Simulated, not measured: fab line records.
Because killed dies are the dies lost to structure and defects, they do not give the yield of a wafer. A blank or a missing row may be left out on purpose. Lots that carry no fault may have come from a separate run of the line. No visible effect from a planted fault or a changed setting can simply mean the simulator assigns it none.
Problem report in the 8D (eight disciplines) form, filled by code -- flow sky130 -- the parts of the form that need people (team, actions taken, sign-off) are left out

## 1. THE PROBLEM
Wafers without a fault read 16, standard deviation 4.1; killed_at_front_end at SKY_PAD_OPEN_PROBE_99 reads a mean of 38 on 6 wafers belonging to 2 lots. Measured from the usual mean, that is +5.5 standard deviations.
First observed at day 48 04:52: wafer L549.2, on prober-02. At this step, 21 wafers from 7 lots have a number in the record. The rule behind "out" and "out of limits": a value lying over 4 standard deviations away from the usual mean. Any other wafer with a number is counted as sound.

## 2. WHAT IT IS AND WHAT IT IS NOT
question,is,is not
which readings at this step,killed_at_front_end,"killed_at_M0_to_M3, killed_at_M4_up, killed_at_contacts, killed_at_other, killed_open, killed_short"
which lots,"L549, L552","L542, L546, L550, L560, L561"
which wafers of those lots,all that have a number,-
read on which tools,"prober-01, prober-02",-
when,from day 48 04:52,"up to then (6 sound wafers); but 9 sound wafers of L550, L560, L561 came after"

## 3. THE SUSPECTS, EACH WITH WHAT RULES IT OUT
Counting: a tool at a process step up to the reading stays a suspect if it ran every lot that is out and no sound lot after the first of them.
- wet_bench-01 at SKY_GATE_OXIDE_CLEAN_00 (cleans in SC1/SC2, time 150 s): ruled out as a lasting fault. Sound lots L561 ran on it after its first lot that is out, L549 (day 15 22:50).
- pvd_sputter-04 at SKY_METAL5_SPUTTER_04 (material TiN, target thk 70 nm, time 58.3 s): kept. It processed each lot that is out, first L549 at day 45 12:42, and no sound lot thereafter; up to then, the last sound lot it processed was L542 at day 43 02:10.
The count leaves pvd_sputter-04 at SKY_METAL5_SPUTTER_04.

## 4. THE CAUSE (what the simulator had put in)
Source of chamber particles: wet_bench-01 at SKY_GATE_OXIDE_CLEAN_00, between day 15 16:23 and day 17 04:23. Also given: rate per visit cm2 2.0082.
It was ruled out by counting, in error; the rule expects a fault to strike all lots run on its tool from its start on, and this fault did not.

## 5. SEQUENCE OF EFFECTS, ordered by route
Rows list readings where the struck wafers' mean (over those with a number) sits beyond 3 standard deviations from the usual. Scope: only readings with a usual standard deviation given in the record; hours: median across lots of the time from each lot's start at the first step in this table that gives one to its start at this step; sigmas: change in usual standard deviations.
hours,step,reading,usual,on struck wafers,change,sigmas
0,SKY_PAD_OPEN_PROBE_99,killed_at_front_end,16,38,+22,+5.5
Process steps it contains:
- SKY_PAD_OPEN_PROBE_99

## 6. WHAT WOULD HAVE CAUGHT IT SOONER
The fault began at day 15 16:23; the first out-of-limits reading in this record came at day 48 04:52, 780 hours later.
Of the tool readings at SKY_GATE_OXIDE_CLEAN_00 for which the record gives a usual standard deviation, none was out on any struck wafer, so an alarm limit of 4 standard deviations on them would not have fired.
